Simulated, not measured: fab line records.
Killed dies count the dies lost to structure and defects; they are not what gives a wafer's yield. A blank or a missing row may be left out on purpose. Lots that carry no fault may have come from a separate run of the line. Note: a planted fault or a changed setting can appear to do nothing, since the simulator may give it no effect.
fab line records + flow gf180mcu + part 2 of 2: steps 27 to 35 of 35
record
- lots=5
- wafers=15
- last_day=33
route steps=602 shown NSD@236 PSD@248 SAB@264
lots that met no fault: from a run of the same line without faults
start_h: start of the lot's first displayed wafer, in hours after the record's first day + wait_h: hours elapsed since this lot's preceding step + " identical to the entry in the row above + L1.1+2: several wafers, shown together as one row + - either no value or no given start + * or withheld: withheld + < > ~ a bound
route shown NAME@n: NAME is a module with steps in the file, n the number in the route of the first one + usual: mean/standard deviation taken from wafers without a fault + same: alike in all rows + chamber/n: place in a boat + sites: the reading at each site + _std_site: the standard deviation of these + _edge_site: outer sites' mean less inner sites' + radius_mm: how far each site lies from the wafer's centre + mask NAME#n: copy n + behind: the tool/chamber that last shaped the wafer + hold: why the lot was held/for how many hours/how that ended + device: the n, p or np transistor that did not switch + end of line: tests run on the same wafers once the route is complete + for a step that has no rows: nothing shown but its recipe + killed: dies lost to structure and defects at the first sort, not the wafer's yield + map: shows each die of a wafer: x if killed, . if not, _ if none is there
set.NAME: the setting that was run; set.NAME@STEP: the one run at that earlier step + model.NAME: the simulator's own value behind a step, which no gauge read
lots at some steps of the route; a table a step, a row a wafer
services: from which hour (start_h, from the record's first day; less than 0 if before it) a tool's chamber was out of use, for how many hours, and why
## steps
# step GF_PSD_RS_MEAS_14
# recipe
- thk_meas_gauge=four-point-probe
# usual
- NSD_RS=46.14/0.09
| lot.wafer | tool          | chamber | start_h | wait_h | NSD_RS[ohm/sq] |
|-----------|---------------|---------|---------|--------|----------------|
| L075.2    | film_metro-04 | -       | 322.39  | 0.1    | 46.15          |
| L075.3    | "             | -       | "       | "      | 46.23          |
| L075.4    | "             | -       | "       | "      | 46.18          |
| L081.3    | film_metro-01 | -       | 387.08  | 0.1    | 46.27          |
| L081.4    | "             | -       | "       | "      | 46.09          |
| L081.5    | "             | -       | "       | "      | 46.15          |
| L085.1    | film_metro-02 | -       | 417.12  | 0.1    | 46.07          |
| L085.3    | "             | -       | "       | "      | 46.11          |
| L085.5    | "             | -       | "       | "      | 46.10          |
| L089.2    | film_metro-01 | -       | 446.73  | 0.1    | 46.25          |
| L089.3    | "             | -       | "       | "      | 46.02          |
| L089.5    | "             | -       | "       | "      | 46.10          |
| L094.3    | film_metro-02 | -       | 485.52  | 0.1    | 46.25          |
| L094.4    | "             | -       | "       | "      | 46.02          |
| L094.5    | "             | -       | "       | "      | 46.24          |
# step GF_PSD_RS_MEAS_15
# recipe
- thk_meas_gauge=four-point-probe
# usual
- PSD_RS=108.6/0.31
| lot.wafer | tool          | chamber | start_h | wait_h | PSD_RS[ohm/sq] |
|-----------|---------------|---------|---------|--------|----------------|
| L075.2    | film_metro-04 | -       | 322.51  | 0.1    | 108.3          |
| L075.3    | "             | -       | "       | "      | 108.6          |
| L075.4    | "             | -       | "       | "      | 108.5          |
| L081.3    | film_metro-01 | -       | 387.20  | 0.1    | 109.0          |
| L081.4    | "             | -       | "       | "      | 109.1          |
| L081.5    | "             | -       | "       | "      | 108.7          |
| L085.1    | film_metro-02 | -       | 417.24  | 0.1    | 108.7          |
| L085.3    | "             | -       | "       | "      | 108.8          |
| L085.5    | "             | -       | "       | "      | 108.6          |
| L089.2    | film_metro-01 | -       | 446.85  | 0.1    | 108.7          |
| L089.3    | "             | -       | "       | "      | 108.3          |
| L089.5    | "             | -       | "       | "      | 108.2          |
| L094.3    | film_metro-02 | -       | 485.64  | 0.1    | 108.8          |
| L094.4    | "             | -       | "       | "      | 108.4          |
| L094.5    | "             | -       | "       | "      | 108.7          |
# step GF_SAB_CVD_00
# recipe
- material=SiO2
- target_thk_nm=50
- precursor=TEOS
- temp_c=400
- time_s=4.9302
- rf_w=600
# usual
- heater_power_w=718/140
- rf_fwd_power_W=589/3.7
| lot.wafer | tool     | chamber | start_h | wait_h | heater_power_w | rf_fwd_power_W |
|-----------|----------|---------|---------|--------|----------------|----------------|
| L075.2    | pecvd-01 | 0       | 322.61  | 0.1    | 981            | 586            |
| L075.3    | "        | 2       | "       | "      | 682            | 592            |
| L075.4    | "        | 2       | "       | "      | 665            | 594            |
| L081.3    | pecvd-04 | 0       | 387.28  | 0.1    | 738            | 585            |
| L081.4    | "        | 0       | "       | "      | 741            | 585            |
| L081.5    | "        | 2       | "       | "      | 762            | 588            |
| L085.1    | pecvd-01 | 1       | 417.36  | 0.1    | 573            | 593            |
| L085.3    | "        | 0       | "       | "      | 931            | 583            |
| L085.5    | "        | 0       | "       | "      | 955            | 583            |
| L089.2    | pecvd-02 | 1       | 446.95  | 0.1    | 973            | 589            |
| L089.3    | "        | 2       | "       | "      | 596            | 591            |
| L089.5    | "        | 1       | "       | "      | 975            | 587            |
| L094.3    | pecvd-01 | 1       | 485.72  | 0.1    | 538            | 596            |
| L094.4    | "        | 0       | "       | "      | 840            | 588            |
| L094.5    | "        | 2       | "       | "      | 805            | 594            |
# step GF_SAB_THK_MEAS_01
# recipe
- reads=SiO2_of_SAB_CVD_00
# usual
- SAB_CVD_00_THK=50.0/0.68
| lot.wafer | tool          | chamber | start_h | wait_h | SAB_CVD_00_THK[nm] |
|-----------|---------------|---------|---------|--------|--------------------|
| L075.2    | film_metro-03 | -       | 322.64  | 0.0    | 50.0               |
| L075.3    | "             | -       | "       | "      | 49.4               |
| L075.4    | "             | -       | "       | "      | 50.1               |
| L081.3    | film_metro-04 | -       | 387.32  | 0.0    | 48.9               |
| L081.4    | "             | -       | "       | "      | 50.3               |
| L081.5    | "             | -       | "       | "      | 50.7               |
| L085.1    | film_metro-04 | -       | 417.38  | 0.0    | 49.6               |
| L085.3    | "             | -       | "       | "      | 50.1               |
| L085.5    | "             | -       | "       | "      | 50.6               |
| L089.2    | film_metro-03 | -       | 446.98  | 0.0    | 49.4               |
| L089.3    | "             | -       | "       | "      | 49.3               |
| L089.5    | "             | -       | "       | "      | 50.9               |
| L094.3    | film_metro-04 | -       | 485.76  | 0.0    | 49.6               |
| L094.4    | "             | -       | "       | "      | 51.1               |
| L094.5    | "             | -       | "       | "      | 50.4               |
# step GF_SAB_DEHYDRATE_02
# recipe
- temp_c=200
- time_s=60
# usual
- chill_plate_temp_C=22.98/0.097
- exhaust_pa=45.1/0.78
| lot.wafer | tool           | chamber | start_h | wait_h | chill_plate_temp_C | exhaust_pa |
|-----------|----------------|---------|---------|--------|--------------------|------------|
| L075.2    | litho_track-03 | 0       | 332.04  | 9.4    | 22.95              | 45.6       |
| L075.3    | "              | 0       | "       | "      | 23.11              | 44.7       |
| L075.4    | "              | 0       | "       | "      | 23.12              | 45.1       |
| L081.3    | litho_track-03 | 0       | 397.51  | 10.2   | 23.00              | 45.1       |
| L081.4    | "              | 0       | "       | "      | 23.10              | 45.1       |
| L081.5    | "              | 0       | "       | "      | 23.00              | 45.6       |
| L085.1    | litho_track-02 | 0       | 428.94  | 11.5   | 23.16              | 45.0       |
| L085.3    | "              | 0       | "       | "      | 23.16              | 44.0       |
| L085.5    | "              | 0       | "       | "      | 22.94              | 44.3       |
| L089.2    | litho_track-03 | 0       | 458.49  | 11.5   | 23.09              | 44.8       |
| L089.3    | "              | 0       | "       | "      | 23.07              | 45.3       |
| L089.5    | "              | 0       | "       | "      | 23.11              | 44.7       |
| L094.3    | litho_track-01 | 0       | 497.02  | 11.3   | 22.99              | 44.9       |
| L094.4    | "              | 0       | "       | "      | 22.92              | 45.5       |
| L094.5    | "              | 0       | "       | "      | 23.10              | 44.5       |
# step GF_SAB_HMDS_03
# recipe
- prime_time_s=60
- prime_temp_c=120
# usual
- chill_plate_temp_C=23.01/0.09
- exhaust_pa=44.9/0.89
| lot.wafer | tool           | chamber | start_h | wait_h | chill_plate_temp_C | exhaust_pa |
|-----------|----------------|---------|---------|--------|--------------------|------------|
| L075.2    | litho_track-03 | 0       | 332.19  | 0.1    | 23.11              | 44.0       |
| L075.3    | "              | 0       | "       | "      | 23.05              | 45.0       |
| L075.4    | "              | 0       | "       | "      | 23.09              | 42.5       |
| L081.3    | litho_track-03 | 0       | 397.66  | 0.1    | 23.11              | 45.3       |
| L081.4    | "              | 0       | "       | "      | 23.03              | 45.4       |
| L081.5    | "              | 0       | "       | "      | 23.07              | 44.3       |
| L085.1    | litho_track-02 | 0       | 429.09  | 0.1    | 23.10              | 43.5       |
| L085.3    | "              | 0       | "       | "      | 22.92              | 44.3       |
| L085.5    | "              | 0       | "       | "      | 23.05              | 45.2       |
| L089.2    | litho_track-03 | 0       | 458.64  | 0.1    | 22.91              | 43.9       |
| L089.3    | "              | 0       | "       | "      | 22.95              | 43.9       |
| L089.5    | "              | 0       | "       | "      | 23.11              | 44.3       |
| L094.3    | litho_track-01 | 0       | 497.17  | 0.1    | 22.92              | 44.2       |
| L094.4    | "              | 0       | "       | "      | 22.96              | 46.7       |
| L094.5    | "              | 0       | "       | "      | 22.95              | 45.0       |
# step GF_SAB_COAT_04
# recipe
- resist=NOVOLAK
- spin_rpm=3000
- resist_thk_nm=1000
# usual
- chill_plate_temp_C=23.00/0.098
- exhaust_pa=45.0/0.79
| lot.wafer | tool           | chamber | start_h | wait_h | chill_plate_temp_C | exhaust_pa |
|-----------|----------------|---------|---------|--------|--------------------|------------|
| L075.2    | litho_track-03 | 0       | 332.34  | 0.1    | 23.18              | 45.4       |
| L075.3    | "              | 0       | "       | "      | 23.07              | 45.1       |
| L075.4    | "              | 0       | "       | "      | 23.12              | 45.2       |
| L081.3    | litho_track-03 | 0       | 397.81  | 0.1    | 22.92              | 44.1       |
| L081.4    | "              | 0       | "       | "      | 23.08              | 44.7       |
| L081.5    | "              | 0       | "       | "      | 22.95              | 44.0       |
| L085.1    | litho_track-02 | 0       | 429.24  | 0.1    | 23.03              | 45.0       |
| L085.3    | "              | 0       | "       | "      | 23.02              | 44.9       |
| L085.5    | "              | 0       | "       | "      | 22.99              | 44.1       |
| L089.2    | litho_track-03 | 0       | 458.79  | 0.1    | 23.07              | 44.3       |
| L089.3    | "              | 0       | "       | "      | 23.15              | 44.4       |
| L089.5    | "              | 0       | "       | "      | 23.06              | 45.0       |
| L094.3    | litho_track-01 | 0       | 497.32  | 0.1    | 23.05              | 44.7       |
| L094.4    | "              | 0       | "       | "      | 23.02              | 45.4       |
| L094.5    | "              | 0       | "       | "      | 22.87              | 46.1       |
# step GF_SAB_SOFTBAKE_05
# recipe
- temp_c=90
- time_s=60
- resist=NOVOLAK
# usual
- chill_plate_temp_C=22.99/0.1
- exhaust_pa=45.0/0.95
| lot.wafer | tool           | chamber | start_h | wait_h | chill_plate_temp_C | exhaust_pa |
|-----------|----------------|---------|---------|--------|--------------------|------------|
| L075.2    | litho_track-03 | 0       | 332.49  | 0.1    | 22.96              | 45.9       |
| L075.3    | "              | 0       | "       | "      | 22.79              | 46.5       |
| L075.4    | "              | 0       | "       | "      | 23.06              | 46.4       |
| L081.3    | litho_track-03 | 0       | 397.96  | 0.1    | 22.98              | 45.4       |
| L081.4    | "              | 0       | "       | "      | 22.98              | 45.5       |
| L081.5    | "              | 0       | "       | "      | 22.87              | 45.5       |
| L085.1    | litho_track-02 | 0       | 429.39  | 0.1    | 23.11              | 45.6       |
| L085.3    | "              | 0       | "       | "      | 23.04              | 44.0       |
| L085.5    | "              | 0       | "       | "      | 23.01              | 45.0       |
| L089.2    | litho_track-03 | 0       | 458.94  | 0.1    | 22.99              | 46.5       |
| L089.3    | "              | 0       | "       | "      | 22.93              | 45.0       |
| L089.5    | "              | 0       | "       | "      | 22.86              | 43.3       |
| L094.3    | litho_track-01 | 0       | 497.47  | 0.1    | 22.82              | 43.7       |
| L094.4    | "              | 0       | "       | "      | 22.87              | 45.0       |
| L094.5    | "              | 0       | "       | "      | 22.82              | 42.4       |
# step GF_SAB_EXPOSE_06
# recipe
- mask_id=SAB
- target_cd_nm=420
- na=0.6
- source_shape=conventional
- sigma_outer=0.6
- dose_mj=140
| lot.wafer  | tool             | chamber | start_h | wait_h | mask  |
|------------|------------------|---------|---------|--------|-------|
| L075.2+3+4 | iline_stepper-02 | 0       | -       | -      | SAB#0 |
| L081.3+4+5 | iline_stepper-01 | 0       | -       | -      | SAB#0 |
| L085.1+3+5 | iline_stepper-01 | 0       | -       | -      | SAB#0 |
| L089.2+3+5 | iline_stepper-01 | 0       | -       | -      | SAB#0 |
| L094.3+4+5 | iline_stepper-01 | 0       | -       | -      | SAB#0 |
## services
| tool             | chamber | start_h | hours | kind   |
|------------------|---------|---------|-------|--------|
| implanter-04     | -       | 272.09  | 1.8   | repair |
| iline_stepper-01 | -       | 287.84  | 1.7   | pm     |
| implanter-01     | -       | 293.84  | 1.8   | repair |
| iline_stepper-01 | -       | 300.40  | 0.8   | repair |
| implanter-01     | -       | 308.88  | 1.7   | repair |
| implanter-04     | -       | 313.50  | 4.0   | repair |
| iline_stepper-02 | -       | 315.06  | 5.0   | repair |
| implanter-04     | -       | 332.32  | 1.2   | repair |
| iline_stepper-02 | -       | 333.08  | 2.1   | pm     |
| pecvd-01         | -       | 340.01  | 22.3  | repair |
| iline_stepper-01 | -       | 347.52  | 4.4   | pm     |
| implanter-01     | -       | 350.91  | 2.6   | repair |
| plasma_asher-04  | -       | 356.12  | 5.0   | repair |
| implanter-01     | -       | 358.81  | 3.0   | pm     |
| plasma_asher-01  | -       | 369.06  | 4.0   | pm     |
| implanter-01     | -       | 375.75  | 50.2  | repair |
| pecvd-01         | 1       | 381.79  | 12.4  | repair |
| iline_stepper-02 | -       | 384.54  | 14.9  | repair |
| implanter-04     | -       | 405.21  | 1.1   | repair |
| plasma_asher-01  | -       | 436.80  | 2.8   | pm     |
| iline_stepper-02 | -       | 437.47  | 1.7   | pm     |
| implanter-04     | -       | 455.05  | 2.5   | pm     |
| implanter-01     | -       | 477.09  | 5.5   | repair |
| iline_stepper-02 | -       | 496.14  | 1.9   | repair |
